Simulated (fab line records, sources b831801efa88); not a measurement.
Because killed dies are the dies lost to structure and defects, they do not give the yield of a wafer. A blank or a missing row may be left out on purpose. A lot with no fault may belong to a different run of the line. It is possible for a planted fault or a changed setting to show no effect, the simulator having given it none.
The same fault as seen by 2 desks    flow sky130    each desk has only its own numbers; what lay behind them comes last

== DESK OF THE TOOL OWNER: rie diel-04 ==
The tool's own readings at SKY_FIELD_ISO_ETCH_14 (etches BARC in N2/H2, stops on SiO2, time 45.9 s, target depth 60 nm): means of the sampled wafers that have a number, for each lot that ran on this tool. A lot is out of limits, marked OUT, if its mean lies more than 4 standard deviations from the usual mean; the brackets give that distance.
Columns: A = drypump motor current A at SKY_FIELD_ISO_ETCH_14, usual 5.6 A; B = h2 flow sccm at SKY_FIELD_ISO_ETCH_14, usual 199.9 sccm; C = oes product au at SKY_FIELD_ISO_ETCH_14, usual 0.855 a.u.; D = throttle valve pct at SKY_FIELD_ISO_ETCH_14, usual 13.225 %
lot   first seen here  A    B      C      D
L682  day 4 04:29      5.9  200.3  0.855  13.225
L689  day 5 16:43      5.5  199.8  0.850  13.227
L690  day 5 21:40      5.2  199.4  0.855  13.229
L691  day 6 02:31      5.5  200.5  0.855  13.224
This desk's finding: nothing out of limits on any of the 4 lots.

== THE METROLOGY DESK ==
What the gauges read for every lot (on any tool): the sampled wafers with a number, averaged. A lot is out of limits, marked OUT, if its mean lies more than 4 standard deviations from the usual mean; the brackets give that distance.
Columns: A = FIELD_ISO_OXIDATION_00_THK at SKY_FIELD_ISO_THK_MEAS_02, usual 11.99 nm; B = FIELD_ISO_CVD_03_THK at SKY_FIELD_ISO_THK_MEAS_04, usual 160.4 nm; C = cd nm at SKY_FIELD_ISO_CD_MEAS_13, usual 150.1 nm
lot   first seen here  A      B      C
L679  day 2 17:38      12.14  159.1  150.6
L682  day 3 09:58      11.93  160.3  150.2
L689  day 4 20:28      12.12  161.1  149.4
L690  day 5 00:55      11.87  159.2  151.9
L691  day 5 05:38      11.99  160.5  149.8
L692  day 5 11:25      11.97  158.7  151.1
L694  day 5 21:44      12.08  162.0  149.8
This desk's finding: nothing out of limits on any of the 7 lots.

== BROUGHT TOGETHER ==
Nothing out of limits was seen by the tool owner's desk.
Nothing out of limits was seen by the metrology desk.

== WHAT THE SIMULATOR PUT IN ==
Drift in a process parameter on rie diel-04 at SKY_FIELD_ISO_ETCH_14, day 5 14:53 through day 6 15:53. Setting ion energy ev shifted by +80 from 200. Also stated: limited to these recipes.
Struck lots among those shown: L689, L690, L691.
